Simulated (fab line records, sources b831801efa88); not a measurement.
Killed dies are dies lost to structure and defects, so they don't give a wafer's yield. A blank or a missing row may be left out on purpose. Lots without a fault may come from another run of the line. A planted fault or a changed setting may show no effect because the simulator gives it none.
Chamber matching | flow sky130 | SKY_CONTACT_ETCH_16 on rie_diel-04: 4 sister chambers
The step etches BARC in N2/H2, stops on SiO2, time 45.9 s, target depth 60 nm. 14 wafers are shown with their chamber, then 7 later ones without.

WAFERS WITH THEIR CHAMBER
wafer  | chamber | drypump_motor_current_A (A) | oes_product_au (a.u.) | throttle_valve_pct (%)
L969.2 | 2       | 5.47                        | 0.859                 | 13.230
L969.3 | 0       | 5.45                        | 0.858                 | 13.224
L969.4 | 1       | 5.87                        | 0.862                 | 13.222
L970.3 | 3       | 5.47                        | 0.857                 | 13.218
L970.4 | 1       | 5.86                        | 0.858                 | 13.228
L970.6 | 0       | 5.43                        | 0.858                 | 13.220
L975.3 | 2       | 5.46                        | 0.863                 | 13.237
L975.4 | 0       | 5.44                        | 0.856                 | 13.218
L975.6 | 0       | 5.39                        | 0.857                 | 13.230
L977.1 | 1       | 5.88                        | 0.857                 | 13.216
L977.2 | 3       | 5.46                        | 0.858                 | 13.233
L977.6 | 3       | 5.47                        | 0.854                 | 13.232
L981.4 | 3       | 5.47                        | 0.853                 | 13.238
L981.5 | 1       | 5.84                        | 0.860                 | 13.226

SIGNATURES (means of the wafers above)
reading                 | chamber 0 | chamber 1 | chamber 2 | chamber 3 | scatter within a chamber
drypump_motor_current_A | 5.4275    | 5.8625    | 5.4650    | 5.4675    | 0.0175
oes_product_au          | 0.85725   | 0.85925   | 0.86100   | 0.85550   | 0.00206
throttle_valve_pct      | 13.22300  | 13.22300  | 13.23350  | 13.23025  | 0.00643
Rule: a wafer's distance from a chamber is the root of the sum, over the readings, of the square of ((its reading less the chamber's mean) divided by the reading's scatter). The wafer belongs to the nearest chamber; if the next one is less than 2 further off, it can't be placed. The scatter: the root of (the sum of the squares of (reading less its chamber's mean) over the shown wafers, divided by (wafers less chambers)).

WAFERS WITHOUT THEIR CHAMBER
wafer  | drypump_motor_current_A (A) | oes_product_au (a.u.) | throttle_valve_pct (%)
L981.6 | 5.47                        | 0.850                 | 13.239
L988.1 | 5.45                        | 0.863                 | 13.217
L988.5 | 5.48                        | 0.855                 | 13.214
L988.6 | 5.48                        | 0.847                 | 13.238
L990.1 | 5.50                        | 0.858                 | 13.210
L990.2 | 5.47                        | 0.854                 | 13.219
L990.4 | 5.85                        | 0.863                 | 13.225

WHICH CHAMBER EACH WENT THROUGH
wafer  | from the rows above          | in truth
L981.6 | can't be placed: 3 or 0      | 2
L988.1 | can't be placed: 2 or 0 or 3 | 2
L988.5 | can't be placed: 3 or 0 or 2 | 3
L988.6 | can't be placed: 3 or 0      | 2
L990.1 | can't be placed: 3 or 2 or 0 | 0
L990.2 | can't be placed: 3 or 0      | 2
L990.4 | 1                            | 1
Placed correctly: 1 of 7. Can't be placed from these rows: 6 (the true chamber is among the candidates in 3). Placed wrongly: 0.
